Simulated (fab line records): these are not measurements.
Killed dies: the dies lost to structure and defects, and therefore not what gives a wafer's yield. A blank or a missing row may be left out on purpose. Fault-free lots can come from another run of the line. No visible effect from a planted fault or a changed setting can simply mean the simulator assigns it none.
fab line records -- flow sky130
record: lots: 14, wafers: 42, last_day: 50
route steps=708 shown LDD_HVP@282 POLY_CUT@316 SD_P@328 RES_XHIGH@341
lots that met no fault: from a run of the same line without faults
start_h: hours from the record's first day to the start of the lot's first wafer shown -- wait_h: how many hours have passed since the lot's step before this one -- " identical to the entry in the row above -- L1.1+2: a single row standing in for several wafers -- - value missing, or start not given -- * or withheld: withheld -- < > ~ a bound
route shown NAME@n: a module of which the file shows steps, and the number in the route of the first -- usual: mean/standard deviation taken from wafers without a fault -- same: alike in all rows -- chamber/n: place in a boat -- sites: readings site by site -- _std_site: standard deviation across them -- _edge_site: the outer-site mean with the inner-site mean subtracted -- radius_mm: how far each site lies from the wafer's centre -- mask NAME#n: copy n -- behind: the tool/chamber that last shaped the wafer -- hold: why the lot went on hold/how many hours it stayed there/how the hold came to an end -- device: which transistor (n, p or np) failed to switch -- end of line: the tests these same wafers got at the end of their route -- step lacking rows: just its recipe -- killed: not the wafer's yield, but the dies lost to structure and defects at the first sort -- map: dies across one wafer; x = killed, . = not, _ = none there
set.NAME: the setting as run; set.NAME@STEP: as run at that earlier step -- model.NAME: the simulator's own value behind a step, which no gauge read
route steps across a sampled set of lots; one table per step, one row per wafer
services: a tool's chamber out of use, with start hour (start_h, from the record's first day; less than 0 if before it), hours out, and reason
== steps ==
step: SKY_LDD_HVP_EXPOSE_04
recipe: mask_id: HVPTM, na: 0.6, source_shape: conventional, sigma_outer: 0.6, polarization: unpolarized, target_cd_nm: 700, dose_mj: 86
lot.wafer,tool,chamber,start_h,wait_h,mask
L843.1+4+6,iline_stepper-02,0,483.87,-,HVPTM#0
L844.4+5+6,iline_stepper-02,0,497.04,-,HVPTM#0
L845.1+4+6,iline_stepper-02,0,497.62,-,HVPTM#0
L848.4+5+6,iline_stepper-02,0,534.15,-,HVPTM#0
L849.1+4+5,iline_stepper-02,0,534.21,-,HVPTM#0
L850.1+2+6,iline_stepper-01,0,551.22,-,HVPTM#0
L851.1+2+4,iline_stepper-01,0,568.64,-,HVPTM#0
L852.2+3+6,iline_stepper-02,0,570.42,-,HVPTM#0
L853.2+3+4,iline_stepper-01,0,573.87,-,HVPTM#0
L857.2+3+6,iline_stepper-01,0,608.37,-,HVPTM#0
L858.1+2+5,iline_stepper-01,0,614.14,-,HVPTM#0
L864.1+2+4,iline_stepper-02,0,659.90,-,HVPTM#0
L865.1+2+5,iline_stepper-02,0,673.67,-,HVPTM#0
L866.2+4+5,iline_stepper-02,0,676.66,-,HVPTM#0
step: SKY_LDD_HVP_OVL_MEAS_07
usual: LDD_HVP_OVL: 0.7/1.5
lot.wafer,tool,chamber,start_h,wait_h,hold,LDD_HVP_OVL[nm]
L843.1,overlay-02,-,499.22,0.1,-,0.9
L843.4,overlay-02,-,499.22,0.1,-,2.3
L843.6,overlay-02,-,499.22,0.1,-,0.2
L844.4,overlay-02,-,512.08,0.1,-,3.8
L844.5,overlay-02,-,512.08,0.1,-,2.5
L844.6,overlay-02,-,512.08,0.1,-,1.9
L845.1,overlay-01,-,513.17,0.1,-,-0.4
L845.4,overlay-01,-,513.17,0.1,-,1.5
L845.6,overlay-01,-,513.17,0.1,-,0.2
L848.4,overlay-02,-,549.03,0.1,-,0.5
L848.5,overlay-02,-,549.03,0.1,-,1.6
L848.6,overlay-02,-,549.03,0.1,-,1.9
L849.1,overlay-01,-,549.24,0.1,-,1.6
L849.4,overlay-01,-,549.24,0.1,-,1.5
L849.5,overlay-01,-,549.24,0.1,-,1.2
L850.1,overlay-02,-,565.98,0.1,-,-0.1
L850.2,overlay-02,-,565.98,0.1,-,-2.3
L850.6,overlay-02,-,565.98,0.1,-,-3.5
L851.1,overlay-01,-,582.88,0.1,-,0.6
L851.2,overlay-01,-,582.88,0.1,-,-0.8
L851.4,overlay-01,-,582.88,0.1,-,0.4
L852.2,overlay-02,-,585.40,0.1,-,0.8
L852.3,overlay-02,-,585.40,0.1,-,0.8
L852.6,overlay-02,-,585.40,0.1,-,1.6
L853.2,overlay-02,-,588.83,0.1,await_dispo/0.2h/release,45.8
L853.3,overlay-02,-,588.83,0.1,await_dispo/0.2h/release,45.4
L853.4,overlay-02,-,588.83,0.1,await_dispo/0.2h/release,44.2
L853.2,overlay-02,-,589.04,0.2,-,45.4
L853.3,overlay-02,-,589.04,0.2,-,45.0
L853.4,overlay-02,-,589.04,0.2,-,44.0
L857.2,overlay-01,-,623.68,0.1,await_dispo/0.2h/release,43.1
L857.3,overlay-01,-,623.68,0.1,await_dispo/0.2h/release,40.6
L857.6,overlay-01,-,623.68,0.1,await_dispo/0.2h/release,41.2
L857.2,overlay-01,-,623.89,0.2,-,43.0
L857.3,overlay-01,-,623.89,0.2,-,41.0
L857.6,overlay-01,-,623.89,0.2,-,41.4
L858.1,overlay-02,-,628.37,0.1,await_dispo/0.2h/release,42.5
L858.2,overlay-02,-,628.37,0.1,await_dispo/0.2h/release,42.6
L858.5,overlay-02,-,628.37,0.1,await_dispo/0.2h/release,42.1
L858.1,overlay-02,-,628.57,0.2,-,42.6
L858.2,overlay-02,-,628.57,0.2,-,43.0
L858.5,overlay-02,-,628.57,0.2,-,42.1
L864.1,overlay-02,-,674.18,0.1,-,-0.5
L864.2,overlay-02,-,674.18,0.1,-,-0.3
L864.4,overlay-02,-,674.18,0.1,-,-0.4
L865.1,overlay-01,-,687.34,0.1,-,3.0
L865.2,overlay-01,-,687.34,0.1,-,2.5
L865.5,overlay-01,-,687.34,0.1,-,3.4
L866.2,overlay-02,-,690.42,0.1,-,1.9
L866.4,overlay-02,-,690.42,0.1,-,2.0
L866.5,overlay-02,-,690.42,0.1,-,0.4
step: SKY_POLY_CUT_OVL_MEAS_09
usual: POLY_CUT_OVL: 0/5.8
lot.wafer,tool,chamber,start_h,wait_h,POLY_CUT_OVL[nm]
L843.1,overlay-02,-,563.34,0.1,7
L843.4,overlay-02,-,563.34,0.1,4
L843.6,overlay-02,-,563.34,0.1,3
L844.4,overlay-02,-,573.60,0.1,-2
L844.5,overlay-02,-,573.60,0.1,-5
L844.6,overlay-02,-,573.60,0.1,1
L845.1,overlay-02,-,576.32,0.1,-1
L845.4,overlay-02,-,576.32,0.1,-7
L845.6,overlay-02,-,576.32,0.1,-6
L848.4,overlay-02,-,610.48,0.1,5
L848.5,overlay-02,-,610.48,0.1,1
L848.6,overlay-02,-,610.48,0.1,-5
L849.1,overlay-01,-,611.96,0.1,9
L849.4,overlay-01,-,611.96,0.1,9
L849.5,overlay-01,-,611.96,0.1,7
L850.1,overlay-02,-,631.16,0.1,-2
L850.2,overlay-02,-,631.16,0.1,-2
L850.6,overlay-02,-,631.16,0.1,-6
L851.1,overlay-01,-,646.19,0.1,8
L851.2,overlay-01,-,646.19,0.1,4
L851.4,overlay-01,-,646.19,0.1,11
L852.2,overlay-02,-,646.97,0.1,-5
L852.3,overlay-02,-,646.97,0.1,-8
L852.6,overlay-02,-,646.97,0.1,-2
L853.2,overlay-01,-,651.14,0.1,-5
L853.3,overlay-01,-,651.14,0.1,-8
L853.4,overlay-01,-,651.14,0.1,-3
L857.2,overlay-02,-,684.47,0.1,-8
L857.3,overlay-02,-,684.47,0.1,-11
L857.6,overlay-02,-,684.47,0.1,-13
L858.1,overlay-01,-,688.82,0.1,2
L858.2,overlay-01,-,688.82,0.1,2
L858.5,overlay-01,-,688.82,0.1,4
L864.1,overlay-01,-,732.34,0.1,-1
L864.2,overlay-01,-,732.34,0.1,-1
L864.4,overlay-01,-,732.34,0.1,3
L865.1,overlay-02,-,746.17,0.1,2
L865.2,overlay-02,-,746.17,0.1,5
L865.5,overlay-02,-,746.17,0.1,0
L866.2,overlay-02,-,748.72,0.1,4
L866.4,overlay-02,-,748.72,0.1,0
L866.5,overlay-02,-,748.72,0.1,-1
step: SKY_SD_P_OVL_MEAS_08
usual: SD_P_OVL: 0.3/1.2
lot.wafer,tool,chamber,start_h,wait_h,SD_P_OVL[nm]
L843.1,overlay-01,-,593.65,0.1,0.8
L843.4,overlay-01,-,593.65,0.1,-0.2
L843.6,overlay-01,-,593.65,0.1,0.4
L844.4,overlay-01,-,602.90,0.1,2.2
L844.5,overlay-01,-,602.90,0.1,1.7
L844.6,overlay-01,-,602.90,0.1,1.4
L845.1,overlay-02,-,605.64,0.1,0.5
L845.4,overlay-02,-,605.64,0.1,-0.8
L845.6,overlay-02,-,605.64,0.1,0.3
L848.4,overlay-01,-,640.29,0.1,-0.7
L848.5,overlay-01,-,640.29,0.1,-2.1
L848.6,overlay-01,-,640.29,0.1,-1.0
L849.1,overlay-02,-,641.47,0.1,-2.1
L849.4,overlay-02,-,641.47,0.1,-0.5
L849.5,overlay-02,-,641.47,0.1,0.1
L850.1,overlay-02,-,660.20,0.1,-0.2
L850.2,overlay-02,-,660.20,0.1,-1.5
L850.6,overlay-02,-,660.20,0.1,-1.4
L851.1,overlay-01,-,675.40,0.1,0.2
L851.2,overlay-01,-,675.40,0.1,0.8
L851.4,overlay-01,-,675.40,0.1,0.8
L852.2,overlay-01,-,675.94,0.1,-0.7
L852.3,overlay-01,-,675.94,0.1,-0.2
L852.6,overlay-01,-,675.94,0.1,-0.4
L853.2,overlay-02,-,679.64,0.1,0.4
L853.3,overlay-02,-,679.64,0.1,-0.2
L853.4,overlay-02,-,679.64,0.1,0.4
L857.2,overlay-02,-,712.94,0.1,2.4
L857.3,overlay-02,-,712.94,0.1,2.2
L857.6,overlay-02,-,712.94,0.1,1.5
L858.1,overlay-02,-,717.64,0.1,1.2
L858.2,overlay-02,-,717.64,0.1,1.6
L858.5,overlay-02,-,717.64,0.1,1.6
L864.1,overlay-01,-,760.62,0.1,-1.5
L864.2,overlay-01,-,760.62,0.1,-1.3
L864.4,overlay-01,-,760.62,0.1,-0.8
L865.1,overlay-01,-,773.20,0.1,1.0
L865.2,overlay-01,-,773.20,0.1,-0.7
L865.5,overlay-01,-,773.20,0.1,1.4
L866.2,overlay-01,-,775.09,0.1,2.5
L866.4,overlay-01,-,775.09,0.1,3.3
L866.5,overlay-01,-,775.09,0.1,1.4
step: SKY_RES_XHIGH_TW_MEAS_09
usual: RES_XHIGH_TW: 1634/24
lot.wafer,tool,chamber,start_h,wait_h,RES_XHIGH_TW
L843.1,film_metro-01,-,624.12,0.1,1658
L843.4,film_metro-01,-,624.12,0.1,1657
L843.6,film_metro-01,-,624.12,0.1,1656
L844.4,film_metro-01,-,632.61,0.1,1658
L844.5,film_metro-01,-,632.61,0.1,1652
L844.6,film_metro-01,-,632.61,0.1,1657
L845.1,film_metro-01,-,635.92,0.1,1659
L845.4,film_metro-01,-,635.92,0.1,1661
L845.6,film_metro-01,-,635.92,0.1,1662
L848.4,film_metro-01,-,669.66,0.1,1660
L848.5,film_metro-01,-,669.66,0.1,1658
L848.6,film_metro-01,-,669.66,0.1,1656
L849.1,film_metro-03,-,671.02,0.1,1614
L849.4,film_metro-03,-,671.02,0.1,1601
L849.5,film_metro-03,-,671.02,0.1,1603
L850.1,film_metro-02,-,689.44,0.1,1651
L850.2,film_metro-02,-,689.44,0.1,1652
L850.6,film_metro-02,-,689.44,0.1,1658
L851.1,film_metro-02,-,704.27,0.1,1653
L851.2,film_metro-02,-,704.27,0.1,1654
L851.4,film_metro-02,-,704.27,0.1,1656
L852.2,film_metro-01,-,704.58,0.1,1649
L852.3,film_metro-01,-,704.58,0.1,1657
L852.6,film_metro-01,-,704.58,0.1,1654
L853.2,film_metro-03,-,708.40,0.1,1603
L853.3,film_metro-03,-,708.40,0.1,1614
L853.4,film_metro-03,-,708.40,0.1,1603
L857.2,film_metro-02,-,740.54,0.1,1647
L857.3,film_metro-02,-,740.54,0.1,1654
L857.6,film_metro-02,-,740.54,0.1,1652
L858.1,film_metro-02,-,745.92,0.1,1652
L858.2,film_metro-02,-,745.92,0.1,1644
L858.5,film_metro-02,-,745.92,0.1,1662
L864.1,film_metro-02,-,787.37,0.1,1642
L864.2,film_metro-02,-,787.37,0.1,1647
L864.4,film_metro-02,-,787.37,0.1,1636
L865.1,film_metro-03,-,799.93,0.1,1620
L865.2,film_metro-03,-,799.93,0.1,1616
L865.5,film_metro-03,-,799.93,0.1,1618
L866.2,film_metro-03,-,802.73,0.1,1629
L866.4,film_metro-03,-,802.73,0.1,1621
L866.5,film_metro-03,-,802.73,0.1,1613
== services ==
tool,chamber,start_h,hours,kind
iline_stepper-01,-,497.85,1.7,pm
iline_stepper-01,-,523.28,8.9,pm
iline_stepper-01,-,533.14,7.4,repair
iline_stepper-02,-,619.53,1.7,pm
iline_stepper-02,-,626.11,3.7,repair
== key ==
first_sign: step: SKY_LDD_HVP_OVL_MEAS_07, reading: visit, direction: added
effect: step: SKY_LDD_HVP_OVL_MEAS_07, reading: LDD_HVP_OVL, direction: up, sigmas: 28, usual: 0.7, struck: 43.1
met_at SKY_LDD_HVP_EXPOSE_04
struck_lots L853,L857,L858
tester_left_out L853,L857,L858
not_acting_at SKY_POLY_CUT_OVL_MEAS_09,SKY_SD_P_OVL_MEAS_08,SKY_RES_XHIGH_TW_MEAS_09
onset_between 568.64 573.87
fault: kind: scanner_matching_overlay, tool: iline_stepper-01, chamber: -, onset_h: 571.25, steps: SKY_LDD_HVP_EXPOSE_04, offset: 44.124
tester_left_out: of these lots the tester's yield and bins aren't shown, on N5 and GAA mostly nor the transistor test; their killed dies are dies lost to structure and defects alone, not to doping, threshold or leakage, so they don't give the yield
